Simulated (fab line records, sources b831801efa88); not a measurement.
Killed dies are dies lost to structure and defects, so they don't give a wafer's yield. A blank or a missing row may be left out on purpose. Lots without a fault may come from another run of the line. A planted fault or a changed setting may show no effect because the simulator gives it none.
Chamber matching | flow sky130 | SKY_VIA2_CMP_02 on cmp-02: 4 sister chambers
The step polishes SiO2. 4 wafers are shown with their chamber, then 9 later ones without.

WAFERS WITH THEIR CHAMBER
wafer  | chamber | motor_current_A (A)
L230.2 | 1       | 11.0
L233.2 | 3       | 11.7
L233.4 | 2       | 10.7
L233.5 | 0       | 12.1

WAFERS WITHOUT THEIR CHAMBER
wafer  | motor_current_A (A)
L236.1 | 10.5
L236.3 | 11.0
L236.5 | 11.5
L237.1 | 10.5
L237.3 | 10.9
L237.5 | 10.3
L238.1 | 10.3
L238.3 | 11.2
L238.4 | 11.3

WHICH CHAMBER EACH WENT THROUGH
wafer  | from the rows above               | in truth
L236.1 | can't be placed: 2 or 1           | 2
L236.3 | can't be placed: 1 or 2           | 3
L236.5 | can't be placed: 3 or 1 or 0      | 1
L237.1 | can't be placed: 2 or 1           | 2
L237.3 | can't be placed: 1 or 2           | 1
L237.5 | can't be placed: 2 or 1           | 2
L238.1 | can't be placed: 2 or 1           | 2
L238.3 | can't be placed: 1 or 2 or 3      | 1
L238.4 | can't be placed: 1 or 3 or 2 or 0 | 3
Placed correctly: 0 of 9. Can't be placed from these rows: 9 (the true chamber is among the candidates in 8). Placed wrongly: 0.
How it was worked out, from the rows above alone: a wafer's distance from a chamber is the root of the sum, over the readings, of the square of ((its reading less the chamber's mean) divided by the reading's scatter). The wafer belongs to the nearest chamber; if the next one is less than 2 further off, it can't be placed. A chamber's mean is the mean of its shown wafers. The scatter: with one shown wafer a chamber, the root of the mean of the squares of how far each hidden wafer lies from its nearest shown one.
